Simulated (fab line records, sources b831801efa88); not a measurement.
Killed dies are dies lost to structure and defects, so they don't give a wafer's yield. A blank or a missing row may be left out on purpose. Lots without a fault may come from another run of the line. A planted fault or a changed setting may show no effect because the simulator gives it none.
Chamber matching | flow sfq_line | SFQ_TRILAYER_I4_CMP_CMP_100 on cmp-01: 4 sister chambers
The step polishes SiO2. 8 wafers are shown with their chamber, then 8 later ones without.

WAFERS WITH THEIR CHAMBER
wafer  | chamber | motor_current_A (A) | time_to_endpoint_s (s)
L668.2 | 1       | 10.7                | 194
L669.5 | 0       | 9.7                 | 242
L670.5 | 2       | 10.3                | 203
L670.6 | 3       | 11.0                | 224
L671.3 | 0       | 10.5                | 224
L671.4 | 2       | 10.6                | 217
L671.6 | 1       | 10.4                | 206
L672.2 | 3       | 11.2                | 228

WAFERS WITHOUT THEIR CHAMBER
wafer  | motor_current_A (A) | time_to_endpoint_s (s)
L672.4 | 10.2                | 225
L672.1 | 10.5                | 206
L675.4 | 10.7                | 218
L675.5 | 10.8                | 204
L675.6 | 9.9                 | 216
L677.1 | 10.6                | 208
L677.2 | 11.4                | 208
L677.4 | 9.7                 | 224

WHICH CHAMBER EACH WENT THROUGH
wafer  | from the rows above               | in truth
L672.4 | can't be placed: 0 or 2 or 3 or 1 | 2
L672.1 | can't be placed: 2 or 1           | 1
L675.4 | can't be placed: 2 or 3 or 1 or 0 | 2
L675.5 | can't be placed: 1 or 2 or 3      | 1
L675.6 | can't be placed: 2 or 0 or 1      | 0
L677.1 | can't be placed: 2 or 1 or 3      | 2
L677.2 | can't be placed: 3 or 1 or 2      | 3
L677.4 | can't be placed: 0 or 2           | 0
Placed correctly: 0 of 8. Can't be placed from these rows: 8 (the true chamber is among the candidates in 8). Placed wrongly: 0.
How it was worked out, from the rows above alone: a wafer's distance from a chamber is the root of the sum, over the readings, of the square of ((its reading less the chamber's mean) divided by the reading's scatter). The wafer belongs to the nearest chamber; if the next one is less than 2 further off, it can't be placed. A chamber's mean is the mean of its shown wafers. The scatter: the root of (the sum of the squares of (reading less its chamber's mean) over the shown wafers, divided by (wafers less chambers)).
